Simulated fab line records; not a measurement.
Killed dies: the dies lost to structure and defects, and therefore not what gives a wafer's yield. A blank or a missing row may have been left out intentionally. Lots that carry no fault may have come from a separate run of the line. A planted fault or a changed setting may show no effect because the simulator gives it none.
A lot that was struck, set against a sound lot :: flow sky130 :: 18 out of 708 route steps
Sound: wafers L931.2, L931.4, L931.5. The struck wafers were L922.2, L922.3, L922.5. The cause is given at the end.
Order at every step that has rows: each side's tool, ch and its chambers, its first start. Under that, the readings that differ: sound wafers :: struck wafers :: difference of the means :: sigmas: that difference in standard deviations of wafers without a fault.
alike: same words and numbers on both sides, and readings whose means sit less than 2 such deviations apart. not compared: any withheld reading, any reading some wafer has no value for, any bound like >300 that may hide the same value, and any number with overlapping values for which the record gives no deviation.
A row with sigmas, a row that says differs or no value, or rows on one side alone: a step with any of these is where the two part. Non-overlapping numbers with no deviation appear without sigmas and do not part them. A reading that every wafer of one side lacks parts them only if that side has two wafers or more.

first, 1 step without rows for these wafers: SKY_VT_ADJUST_PCH_IMPLANT_08.
SKY_VT_ADJUST_PCH_STRIP_09: strips in O2/N2.
  sound on plasmaAsher-02 ch 0,1, day 14 09:34; struck on plasmaAsher-01 ch 0,1, day 11 15:46
  alike: drypumpMotorCurrentA, oesProductAu, stripTimeToEndpointS
  not compared: rfHoursCounterH
SKY_VT_ADJUST_PCH_TW_MEAS_10:
  sound on filmMetro-02, day 14 09:41; struck on filmMetro-03, day 11 15:53
  alike: VT_ADJUST_PCH_TW
then, 7 steps without rows for these wafers: SKY_SONOS_TUNNEL_DEHYDRATE_00 (time 60 s); SKY_SONOS_TUNNEL_HMDS_01 (prime time 60 s); SKY_SONOS_TUNNEL_COAT_02 (resist thk 1140 nm); SKY_SONOS_TUNNEL_SOFTBAKE_03 (time 60 s); SKY_SONOS_TUNNEL_EXPOSE_04 (exposes mask TUNM, target cd 410 nm); SKY_SONOS_TUNNEL_PEB_05; SKY_SONOS_TUNNEL_DEVELOP_06 (develop time 60 s).
SKY_SONOS_TUNNEL_CD_MEAS_07: target cd 410 nm.
  sound on cdSem-02, day 15 12:14; struck on cdSem-02, day 12 16:02
  alike: cdNm
SKY_SONOS_TUNNEL_OVL_MEAS_08:
  sound on overlay-01, day 15 12:20; struck on overlay-01, day 12 16:08
  alike: SONOS_TUNNEL_OVL
SKY_SONOS_TUNNEL_IMPLANT_09:
  sound on implanter-02 ch 0, day 15 12:24; struck on implanter-01 ch 0, day 12 16:12
reading: beamOnS (s)
sound: 9.87 9.94 9.74
struck: 7.68 7.61 7.71
difference: -2.18
sigmas: -11

reading: faradayCurrentUA
sound: 5.73 5.69 5.79
struck: 7.36 7.40 7.36
difference: +1.64
sigmas: +15
then, 2 steps without rows for these wafers: SKY_SONOS_TUNNEL_WET_ETCH_10 (etches SiO2 in dHF, target depth 14 nm, time 280 s); SKY_SONOS_TUNNEL_STRIP_11 (strips in SPM, time 600 s).
SKY_SONOS_TUNNEL_TW_MEAS_12:
  sound on filmMetro-02, day 15 12:47; struck on filmMetro-03, day 12 16:36
reading: SONOS_TUNNEL_TW
sound: 195.2 195.7 194.8
struck: 183.6 184.0 184.4
difference: -11.2
sigmas: -6
then, 1 step without rows for these wafers: SKY_SONOS_TUNNEL_CLEAN_13 (cleans in dHF, time 20 s).
-- the record jumps here: 34 days lie between the struck wafers' starts before and after (it left off in module SONOS_TUNNEL and takes up again in module PAD_OPEN, whose first step shown is number 708 of the route) --
SKY_PAD_OPEN_PROBE_99:
  sound on prober-02, day 49 07:30; struck on prober-01, day 47 02:29
reading: killedDies
sound: 61 72 76
struck: 104 94 87
difference: +25
sigmas: +2

reading: model.etest.sonosUncharged.rOnOhmUm
sound: 819.6 811.3 818.6
struck: 802.7 810.6 808.9
difference: -9.1
sigmas: 

reading: model.etest.sonosProgrammed.offLog10AUm
sound: -14.06 -14.01 -14.12
struck: -13.84 -13.99 -13.77
difference: +0.20
sigmas: 

reading: model.etest.sonosUncharged.vtV (V)
sound: -0.4521 -0.4344 -0.4469
struck: -0.5182 -0.4915 -0.4817
difference: -0.0527
sigmas: 
  alike: killed_at_M0_to_M3, killed_at_M4_up, killedAtContacts, killedAtFrontEnd, killedAtOther, killedOpen, killedShort

WHERE THEY PART
First at SKY_SONOS_TUNNEL_IMPLANT_09; last, within this record, at SKY_PAD_OPEN_PROBE_99.

WHY: whatever the simulator had introduced
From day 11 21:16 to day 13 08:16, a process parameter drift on implanter-01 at SKY_SONOS_TUNNEL_IMPLANT_09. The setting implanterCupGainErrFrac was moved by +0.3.
